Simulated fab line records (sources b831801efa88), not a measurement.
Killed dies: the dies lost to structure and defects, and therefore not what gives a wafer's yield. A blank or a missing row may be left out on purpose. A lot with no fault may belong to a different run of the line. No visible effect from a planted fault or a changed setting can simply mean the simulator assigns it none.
Comparing a struck lot with a sound one -- flow gf180mcu -- 24 steps out of a route of 602
Sound: wafers L968.2, L968.4, L968.5. Struck: wafer L979.6 (left out: L979.1, L979.3 of the same lot, which were not struck); the cause appears at the end.
For every step that has rows: the tool of each side, followed by ch and its chambers, followed by its first start. Under that, the readings that differ: sound wafers -- struck wafers -- difference of the means -- sigmas: that difference in standard deviations of wafers without a fault.
alike: readings with means less than 2 such deviations apart, plus words and numbers identical on both sides. not compared: withheld readings, readings lacking a value on some wafer, bounds such as >300 that could conceal the same value, and numbers that have no deviation in the record and whose values overlap.
The two part at a step that has a row with sigmas, a row that says differs or no value, or rows on one side only. Numbers that don't overlap but have no deviation are shown without sigmas and don't part them. Lack of a reading on every wafer of one side parts them only where that side has two or more wafers.

GF_M3_STRIP_17: strips in O2/N2.
  sound on plasma asher-04 ch 1, day 23 07:33; struck on plasma asher-03 ch 1, day 27 00:21
  alike: drypump motor current A, heater power w, oes product au, strip time to endpoint s
  not compared: rf hours counter h
then, 3 steps without rows for these wafers: GF_M3_STRIP_18 (strips in post etch residue remover, time 1200 s); GF_M3_CLEAN_19 (cleans in DIW); GF_V3_CVD_00 (deposits SiO2, target thk 600 nm, time 100 s).
GF_V3_THK_MEAS_01:
  sound: film metro-04 at day 23 08:10; struck: film metro-02 at day 27 00:58
  alike: V3_CVD_00_THK
GF_V3_CVD_02: deposits SiO2 from TEOS, target thk 850 nm, time 94.851 s.
  sound on pecvd-02 ch 0,1,2, day 23 08:13; struck on pecvd-02 ch 2, day 27 01:01
  alike: heater power w
GF_V3_THK_MEAS_03:
  sound: film metro-02 at day 23 08:18; struck: film metro-04 at day 27 01:05
reading,sound,struck,difference,sigmas
V3_CVD_02_THK (nm),819 865 845,866,+23,+2
GF_V3_CMP_04: polishes SiO2.
  sound on cmp-01 ch 0,1,3, day 23 08:27; struck on cmp-01 ch 1, day 27 01:15
  alike: motor current A, time to endpoint s
GF_V3_BOW_MEAS_05:
  sound: film metro-02 at day 23 08:40; struck: film metro-04 at day 27 01:27
  alike: V3_BOW
then, 3 steps without rows for these wafers: GF_V3_DEHYDRATE_06 (time 60 s); GF_V3_HMDS_07 (prime time 60 s); GF_V3_COAT_08.
GF_V3_COAT_09: resist thk 1000 nm.
  sound on litho track-04 ch 0, day 23 20:00; struck on litho track-04 ch 0, day 27 11:00
reading,sound,struck,difference,sigmas
model.KrF_of_V3_COAT_09.thk nm (nm),1003 999.9 1005,898.9,-103.7,
then, 3 steps without rows for these wafers: GF_V3_SOFTBAKE_10 (time 60 s); GF_V3_EXPOSE_11 (exposes mask Via3, target cd 260 nm); GF_V3_PEB_12 (peb time 90 s).
GF_V3_DEVELOP_13: develop time 60 s.
  sound on litho track-02 ch 0, day 24 07:10; struck on litho track-04 ch 0, day 27 21:25
reading,sound,struck,difference,sigmas
model.KrF_of_V3_COAT_09.thk nm (nm),987.6 985 989.9,884,-104,
GF_V3_CD_MEAS_14: the cd target is 260 nm.
  sound: cd sem-01 at day 24 07:19; struck: cd sem-02 at day 27 21:51
reading,sound,struck,difference,sigmas
cd nm (nm),260.1 259.6 258.6,264.9,+5.5,+6
  not compared: hold
GF_V3_OVL_MEAS_15:
  sound: overlay-01 at day 24 07:25; struck: overlay-01 at day 27 22:43
reading,sound,struck,difference,sigmas
hold,- - -,await dispo/0.7h/release,no value on the sound wafers,
  alike: V3_OVL
GF_V3_ETCH_16: etches BARC in N2/H2.
  sound on rie diel-03 ch 0,2,3, day 24 07:27; struck on rie diel-03 ch 3, day 27 22:46
reading,sound,struck,difference,sigmas
model.V3.cd nm (nm),260 259.9 259.1,265.3,+5.6,
  alike: drypump motor current A, oes product au, throttle valve pct
GF_V3_ETCH_17: etches SiO2 in C4F8/O2/Ar, stops on TiN, target depth 635 nm.
  sound: rie diel-03 ch 0,2,3; struck: rie diel-03 ch 3
reading,sound,struck,difference,sigmas
model.V3.cd nm (nm),259.7 259.9 258.9,265.4,+5.9,
  alike: oes product au
GF_V3_STRIP_18: strips in O2/N2.
  sound on plasma asher-01 ch 0, day 24 07:35; struck on plasma asher-03 ch 0, day 27 22:53
reading,sound,struck,difference,sigmas
oes product au (a.u.),0.592 0.594 0.602,0.557,-0.039,-9
  alike: drypump motor current A, heater power w
  not compared: rf hours counter h
then, 1 step without rows for these wafers: GF_V3_STRIP_19 (strips in post etch residue remover, time 1200 s).
GF_PASSIVATION_PROBE_99:
  rows exist in the record for the sound wafers here (prober-01, day 30 16:44), none for the struck ones

WHERE THEY PART
First at GF_V3_THK_MEAS_03; last, within this record, at GF_PASSIVATION_PROBE_99.

WHY: whatever the simulator had introduced
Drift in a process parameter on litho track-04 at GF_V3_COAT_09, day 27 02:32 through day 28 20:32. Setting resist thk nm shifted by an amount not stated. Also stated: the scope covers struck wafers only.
